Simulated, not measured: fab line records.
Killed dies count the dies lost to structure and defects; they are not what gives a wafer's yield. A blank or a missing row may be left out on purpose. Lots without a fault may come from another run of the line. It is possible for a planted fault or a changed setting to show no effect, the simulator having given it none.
Chamber matching | flow gf180mcu | rieDiel-01 running GF_STI_ETCH_13: 4 sister chambers
The step etches the open film in CHF3/O2, stops on Si, target depth 282.31 nm, time 112.9 s. 4 wafers are shown with their chamber, then 8 later ones without.

== WAFERS, EACH WITH ITS CHAMBER ==
wafer  | chamber | drypumpMotorCurrentA (A)
L984.4 | 1       | 6.0
L996.2 | 0       | 5.5
L996.3 | 2       | 5.8
L998.1 | 3       | 5.3

== WAFERS WITH NO CHAMBER GIVEN ==
wafer  | drypumpMotorCurrentA (A)
L998.4 | 5.5
L998.6 | 5.2
L100.1 | 5.8
L100.2 | 5.5
L100.5 | 6.0
L101.3 | 5.3
L101.5 | 5.3
L101.6 | 5.8

== CHAMBER TAKEN BY EACH ==
wafer  | from the rows above | in truth
L998.4 | 0                   | 0
L998.6 | 3                   | 3
L100.1 | 2                   | 2
L100.2 | 0                   | 0
L100.5 | 1                   | 1
L101.3 | 3                   | 3
L101.5 | 3                   | 3
L101.6 | 2                   | 2
Correct placement for 8 of the 8. Number that these rows cannot place: 0. Number placed wrongly: 0.
How it was worked out, from the rows above alone: a wafer's distance from a chamber is the root of the sum, over the readings, of the square of ((its reading less the chamber's mean) divided by the reading's scatter). If the next closest chamber is less than 2 further off than the closest, the wafer can't be placed; otherwise it belongs to the closest. For every chamber, the mean is computed from those of its wafers that are shown. The scatter: root of mean squared gap, hidden wafer to nearest shown wafer, with one shown wafer a chamber.
